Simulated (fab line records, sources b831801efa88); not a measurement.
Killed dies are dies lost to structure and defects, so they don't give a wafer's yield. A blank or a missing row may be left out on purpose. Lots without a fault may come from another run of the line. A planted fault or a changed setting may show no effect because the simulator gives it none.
One fault seen from 2 desks | flow gf180mcu | each desk has only its own numbers; what lay behind them comes last

THE METROLOGY DESK
What the gauges read, lot by lot, whatever tool the lot ran on: means of the sampled wafers that have a number. A lot is out of limits, marked OUT, if its mean lies more than 4 standard deviations from the usual mean; the brackets give that distance.
Columns: A = STI_OXIDATION_THK at GF_STI_THK_MEAS_02, usual 10.04 nm; B = STI_OXIDATION_01_THK at GF_STI_THK_MEAS_22, usual 15.04 nm; C = STI_CVD_23_THK at GF_STI_THK_MEAS_24, usual 648 nm
lot  | first seen here | A     | B     | C
L300 | day 1 12:22     | 9.99  | 15.05 | 652
L301 | day 1 16:37     | 10.15 | 15.13 | 653
L302 | day 1 21:31     | 10.12 | 15.03 | 652
L303 | day 2 02:31     | 10.12 | 14.73 | 639
L304 | day 2 08:03     | 9.68  | 14.62 | 653
L305 | day 2 13:44     | 10.11 | 15.27 | 649
L306 | day 2 17:31     | 10.14 | 14.76 | 647
L307 | day 2 23:08     | 9.99  | 14.97 | 645
L310 | day 3 13:32     | 9.83  | 15.08 | 847 (+29) OUT
L311 | day 3 18:43     | 10.04 | 14.96 | 716 (+9.9) OUT
L313 | day 4 04:31     | 10.11 | 15.19 | 752 (+15) OUT
L321 | day 5 20:31     | 10.02 | 14.88 | 652
This desk's finding: out of limits on L310, L311, L313; first on L310, day 4 06:43 (STI_CVD_23_THK at GF_STI_THK_MEAS_24). In limits: L300, L301, L302, L303, L304, L305, L306, L307, L321.

THE TOOL OWNER'S DESK: hdpcvd-02
The tool's own readings at GF_STI_CVD_23 (deposits SiO2, target thk 650 nm, time 108.3 s): means of the sampled wafers that have a number, for each lot that ran on this tool. A lot is out of limits, marked OUT, if its mean lies more than 4 standard deviations from the usual mean; the brackets give that distance.
Columns: A = pressure_mtorr at GF_STI_CVD_23, usual 6.000 mTorr
lot  | first seen here | A
L300 | day 2 03:42     | 6.002
L301 | day 2 09:05     | 5.999
L303 | day 2 18:42     | 6.019
L304 | day 3 00:10     | 6.009
L305 | day 3 05:56     | 5.999
L307 | day 3 15:28     | 5.992
L310 | day 4 06:37     | 6.000
L311 | day 4 12:13     | 5.999
L313 | day 4 22:11     | 5.989
This desk's finding: nothing out of limits on any of the 9 lots.

PUT TOGETHER
The metrology desk could have raised an alarm at day 4 06:43, on L310, L311, L313.
The tool owner's desk saw nothing out of limits.
The tool owner's desk has L310, L311, L313 on record, within its limits.
Of the lots named, all ran GF_STI_CVD_23 on hdpcvd-02.

WHAT THE SIMULATOR HAD PUT IN
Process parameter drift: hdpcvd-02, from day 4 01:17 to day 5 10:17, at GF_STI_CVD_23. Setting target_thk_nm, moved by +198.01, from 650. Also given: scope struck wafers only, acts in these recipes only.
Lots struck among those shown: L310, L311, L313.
Hours from the fault's start to each desk's first reading out of limits: the metrology desk, 5.
